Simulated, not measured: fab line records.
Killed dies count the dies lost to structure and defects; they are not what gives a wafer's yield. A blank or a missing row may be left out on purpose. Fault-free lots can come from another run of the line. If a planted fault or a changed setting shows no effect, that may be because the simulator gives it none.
8D (eight disciplines) problem report, filled in by code / flow sky130 / the parts of the form that need people (team, actions taken, sign-off) are left out

== 1. THE ISSUE ==
At SKY_PAD_OPEN_PROBE_99, killed-at-other averages 39.8 over 6 wafers from 2 lots, while fault-free wafers read 0.3, standard deviation 0.54. Relative to the usual mean, that is a shift of +73 standard deviations.
Seen first at day 49 05:46 on prober-02, wafer L310.2. The record has a number at this step for 15 wafers belonging to 5 lots. The rule behind "out" and "out of limits": a value lying over 4 standard deviations away from the usual mean. All remaining wafers that have a number are taken as sound.

== 2. WHAT IT IS AND WHAT IT IS NOT ==
question=which readings at this step; is=killed-at-other; is not=killed_at_M0_to_M3, killed-at-front-end, killed-open
question=which lots; is=L310, L312; is not=L302, L305, L311
question=which wafers of those lots; is=all that have a number; is not=-
question=read on which tools; is=prober-01, prober-02; is not=-
question=when; is=from day 49 05:46; is not=up to then (9 sound wafers)

== 3. WHAT RULES OUT EACH SUSPECT ==
Counting: a tool stays on the suspect list if, at a process step up to the reading, it processed all lots that are out and no sound lot following the first of them.
- wet-bench-02 at SKY_CAP2M_CLEAN_16 (cleans in IPA, time 180 s): kept. Every lot that is out went through it, starting with L310 (day 44 19:56), and after that it ran no sound lot; the last sound lot it ran before then is L311 (day 44 15:32).
Left after counting: wet-bench-02 at SKY_CAP2M_CLEAN_16.

== 4. THE CAUSE (what the simulator had put in) ==
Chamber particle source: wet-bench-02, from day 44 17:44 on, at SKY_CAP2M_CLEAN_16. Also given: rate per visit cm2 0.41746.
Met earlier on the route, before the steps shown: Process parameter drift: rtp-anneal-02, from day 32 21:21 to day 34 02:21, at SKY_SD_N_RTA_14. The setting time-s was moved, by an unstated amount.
This tool alone remained once counting was done.

== 5. THE EFFECT CHAIN, in route order ==
Each row: a reading where the mean over the struck wafers with a number is more than 3 standard deviations away from the usual. Readings are gone through only where the record gives a usual standard deviation; hours: the median, over the lots, of the time from a lot's start at the first step in this table giving one to that lot's start at this step; sigmas: the change measured in usual standard deviations.
hours=0; step=SKY_PAD_OPEN_PROBE_99; reading=killed-at-other; usual=0.3; on struck wafers=39.8; change=+39.5; sigmas=+73
hours=0; step=SKY_PAD_OPEN_PROBE_99; reading=killed-dies; usual=84; on struck wafers=127; change=+43; sigmas=+4.6
Here are the process steps it includes:
- SKY_PAD_OPEN_PROBE_99

== 6. HOW IT WOULD HAVE BEEN CAUGHT EARLIER ==
First out-of-limits reading in this record: day 49 05:46, which is 108 hours after fault onset at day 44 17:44.
No tool reading at SKY_CAP2M_CLEAN_16 that has a usual standard deviation in the record was out on any struck wafer, so an alarm limit of 4 standard deviations on those readings would not have fired.
All the lots that are out (2) had begun SKY_CAP2M_CLEAN_16 on wet-bench-02 by day 49 05:46. None of them would have been spared by holding the tool at that moment.
